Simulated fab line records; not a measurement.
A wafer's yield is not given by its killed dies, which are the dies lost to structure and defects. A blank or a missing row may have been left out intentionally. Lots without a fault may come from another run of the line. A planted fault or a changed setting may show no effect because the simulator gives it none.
A struck lot beside a sound one + flow sky130 + 19 steps out of a route of 708
Sound: wafers L678.2, L678.3, L678.4. Struck: wafers L670.1, L670.6 (left out: L670.3, a lot-mate that was not struck); the cause follows at the end.
Per side, at each step with rows, come the tool, then ch with its chambers, and then its first start. Under that, the readings that differ: sound wafers + struck wafers + difference of the means + sigmas: that difference in standard deviations of wafers without a fault.
alike: readings with means less than 2 such deviations apart, plus words and numbers identical on both sides. not compared: withheld readings, readings lacking a value on some wafer, bounds such as >300 that could conceal the same value, and numbers that have no deviation in the record and whose values overlap.
The two part at a step that has a row with sigmas, a row that says differs or no value, or rows on one side only. Non-overlapping numbers with no deviation appear without sigmas and do not part them. A reading missing from all wafers of one side parts the sides only when that side holds two or more wafers.

first, 4 steps without rows for these wafers: SKY_METAL1_STRIP_21 (strips in post etch residue remover, time 1200 s); SKY_METAL1_CLEAN_22 (cleans in IPA, time 180 s); SKY_METAL1_CLEAN_23 (cleans in O3/DIW); SKY_VIA1_HDPCVD_00 (deposits SiO2, target thk 1030 nm, time 171.7 s).
SKY_VIA1_THK_MEAS_01:
  sound on filmMetro-01, day 39 04:55; struck on filmMetro-01, day 36 13:39
  alike: VIA1_HDPCVD_THK
SKY_VIA1_CMP_02: polishes SiO2.
  sound on cmp-01 ch 1,2,3, day 39 04:58; struck on cmp-01 ch 0,3, day 36 13:43
| reading               | sound             | struck      | difference | sigmas |
|-----------------------|-------------------|-------------|------------|--------|
| headPressurePsi (psi) | 3.978 3.989 3.995 | 4.023 4.003 | +0.026     | +3     |
  alike: motorCurrentA, retainingRingPressureFrac
SKY_VIA1_BOW_MEAS_03:
  sound on filmMetro-04, day 39 05:17; struck on filmMetro-04, day 36 14:01
| reading       | sound    | struck | difference | sigmas |
|---------------|----------|--------|------------|--------|
| VIA1_BOW (um) | 73 89 73 | 96 92  | +16        | +2     |
then, 5 steps without rows for these wafers: SKY_VIA1_DEHYDRATE_04 (time 60 s); SKY_VIA1_HMDS_05 (prime time 60 s); SKY_VIA1_COAT_06 (resist thk 60 nm); SKY_VIA1_COAT_07 (resist thk 450 nm); SKY_VIA1_SOFTBAKE_08 (time 90 s).
SKY_VIA1_EXPOSE_09: exposes mask VIM, target cd 150 nm.
  sound on krfScanner-01 ch 0, day 39 17:50; struck on krfScanner-01 ch 0, day 37 03:28
  alike: mask
then, 2 steps without rows for these wafers: SKY_VIA1_PEB_10; SKY_VIA1_DEVELOP_11 (develop time 60 s).
SKY_VIA1_CD_MEAS_12: target cd 150 nm.
  sound on cdSem-02, day 40 06:01; struck on cdSem-01, day 37 16:19
| reading   | sound             | struck      | difference | sigmas |
|-----------|-------------------|-------------|------------|--------|
| cdNm (nm) | 151.2 149.3 151.5 | 122.1 124.7 | -27.3      | -16    |
SKY_VIA1_OVL_MEAS_13:
  sound on overlay-02, day 40 06:08; struck on overlay-02, day 37 16:26
  alike: VIA1_OVL
SKY_VIA1_ETCH_14: etches BARC in N2/H2, stops on SiO2, time 45.9 s, target depth 60 nm.
  sound on rieDiel-04 ch 0,1,3, day 40 06:10; struck on rieDiel-03 ch 2,3, day 37 16:28
| reading              | sound           | struck      | difference | sigmas |
|----------------------|-----------------|-------------|------------|--------|
| model.VIA1.cdNm (nm) | 151 148.8 150.9 | 121.3 125.3 | -26.9      |        |
  alike: biasW, drypumpMotorCurrentA, oesProductAu, throttleValvePct
  not compared: rfHoursCounterH
SKY_VIA1_ETCH_15: etches SiO2 in C4F8/O2/Ar, stops on TiN, target depth 351 nm, time 54 s.
  sound on rieDiel-04 ch 0,1,3, day 40 06:12; struck on rieDiel-03 ch 2,3, day 37 16:31
  alike: biasW, oesProductAu
  not compared: rfHoursCounterH

WHERE THEY PART
First at SKY_VIA1_CMP_02; last, within this record, at SKY_VIA1_CD_MEAS_12. Later steps at which nothing parts them and some readings are alike: SKY_VIA1_OVL_MEAS_13, SKY_VIA1_ETCH_14, SKY_VIA1_ETCH_15.

WHY: the cause the simulator had injected
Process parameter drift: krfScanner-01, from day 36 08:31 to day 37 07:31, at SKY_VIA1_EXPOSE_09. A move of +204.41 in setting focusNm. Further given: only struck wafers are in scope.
